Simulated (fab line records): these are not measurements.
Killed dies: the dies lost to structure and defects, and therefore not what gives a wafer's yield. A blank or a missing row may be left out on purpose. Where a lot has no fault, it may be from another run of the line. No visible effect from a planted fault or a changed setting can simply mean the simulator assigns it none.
A struck lot beside a sound one ; flow sky130 ; 17 steps out of a route of 708
Sound: the wafers L568.1, L568.5, L568.6. Struck: wafer L576.4 (left out: L576.3, a lot-mate that was not struck); the cause follows at the end.
At each step with rows: each side's tool, then ch and its chambers, then its first start. Under that, the readings that differ: sound wafers ; struck wafers ; difference of the means ; sigmas: that difference in standard deviations of wafers without a fault.
alike: words and numbers the same on both sides, and readings whose means are apart by under 2 such deviations; not compared: readings that were withheld, readings missing a value for some wafer, numbers with overlapping values and no deviation given by the record, and bounds like >300 which may hide the same value.
The two part at a step that has a row with sigmas, a row that says differs or no value, or rows on one side only. When numbers do not overlap yet have no deviation, they are printed without sigmas and do not part them. A reading missing from all wafers of one side parts the sides only when that side holds two or more wafers.

first, 2 steps without rows for these wafers: SKY_LOCAL_INTERCONNECT_PEB_09; SKY_LOCAL_INTERCONNECT_DEVELOP_10 (develop time 60 s).
SKY_LOCAL_INTERCONNECT_CD_MEAS_11: the cd target is 170 nm.
  struck on cd sem-01, day 34 01:58; sound on cd sem-01, day 30 13:58
  alike: cd nm
SKY_LOCAL_INTERCONNECT_OVL_MEAS_12:
  struck on overlay-02, day 34 02:03; sound on overlay-01, day 30 14:05
  alike: LOCAL_INTERCONNECT_OVL
SKY_LOCAL_INTERCONNECT_ETCH_13: etches BARC in N2/H2, stops on SiO2, time 45.9 s, target depth 60 nm.
  sound on rie metal-01 ch 0,1, day 30 14:08; struck on rie metal-01 ch 1, day 34 02:07
  alike: bias w, drypump motor current A, oes product au, throttle valve pct
  not compared: rf hours counter h
SKY_LOCAL_INTERCONNECT_METAL_ETCH_14: etches TiN in Cl2/BCl3, stops on PSG, target depth 110 nm, time 31.4 s.
  sound on rie metal-01 ch 0,1, day 30 14:11; struck on rie metal-01 ch 1, day 34 02:14
  alike: bias w, drypump motor current A, oes product au, throttle valve pct
  not compared: rf hours counter h
SKY_LOCAL_INTERCONNECT_STRIP_15: strips in O2/N2.
  sound on plasma asher-02 ch 0,1, day 30 14:14; struck on plasma asher-02 ch 1, day 34 02:20
  alike: drypump motor current A, oes product au, strip time to endpoint s
  not compared: rf hours counter h
then, 3 steps without rows for these wafers: SKY_LOCAL_INTERCONNECT_STRIP_16 (strips in post etch residue remover, time 1200 s); SKY_LOCAL_INTERCONNECT_CLEAN_17 (cleans in IPA, time 180 s); SKY_LOCAL_INTERCONNECT_CLEAN_18 (cleans in O3/DIW).
SKY_CONTACT_CVD_00: deposits Si3N4, target thk 75 nm.
  sound on pecvd-01 ch 1,2, day 30 14:50; struck on pecvd-04 ch 0, day 34 02:55
  alike: heater power w
SKY_CONTACT_THK_MEAS_01:
  struck on film metro-03, day 34 02:58; sound on film metro-03, day 30 14:52
  alike: CONTACT_CVD_00_THK
SKY_CONTACT_HDPCVD_02: deposits SiO2, target thk 565 nm, time 94.2 s.
  sound on hdpcvd-01 ch 0,2, day 30 14:56; struck on hdpcvd-01 ch 0, day 34 03:01
reading;sound;struck;difference;sigmas
run length s (s);122.0 123.1 121.5;110.7;-11.5;-21
model.SiO2_of_CONTACT_HDPCVD_02.thk nm (nm);563.9 567.6 565.7;498.2;-67.5;
SKY_CONTACT_THK_MEAS_03:
  struck on film metro-01, day 34 03:19; sound on film metro-04, day 30 15:00
reading;sound;struck;difference;sigmas
CONTACT_HDPCVD_THK (nm);564 568 566;498;-68;-15
  not compared: hold
SKY_CONTACT_CMP_04: polishes SiO2.
  sound on cmp-01 ch 0,1, day 30 15:04; struck on cmp-02 ch 1, day 34 07:02
reading;sound;struck;difference;sigmas
hold;- - -;await dispo/3.5h/release;no value on the sound wafers;
time to endpoint s (s);81 89 88;59;-27;-9
  alike: motor current A
SKY_CONTACT_BOW_MEAS_05:
  struck on film metro-01, day 34 07:23; sound on film metro-03, day 30 15:22
  alike: CONTACT_BOW
-- the record jumps here: 14 days lie between the struck wafers' starts before and after (it left off in module CONTACT and takes up again in module PAD_OPEN, whose first step shown is number 708 of the route) --
SKY_PAD_OPEN_PROBE_99:
  struck on prober-02, day 48 11:56; sound on prober-01, day 45 15:46
  alike: killed_at_M0_to_M3, killed_at_M4_up, killed at contacts, killed at front end, killed at other, killed dies, killed on rim, killed open, killed short

WHERE THEY PART
First at SKY_CONTACT_HDPCVD_02; last, within this record, at SKY_CONTACT_CMP_04. Later steps at which nothing parts them and some readings are alike: SKY_CONTACT_BOW_MEAS_05, SKY_PAD_OPEN_PROBE_99.

WHY: the cause the simulator had injected
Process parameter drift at SKY_CONTACT_HDPCVD_02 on hdpcvd-01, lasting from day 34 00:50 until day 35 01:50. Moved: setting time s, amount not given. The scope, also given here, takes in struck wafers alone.
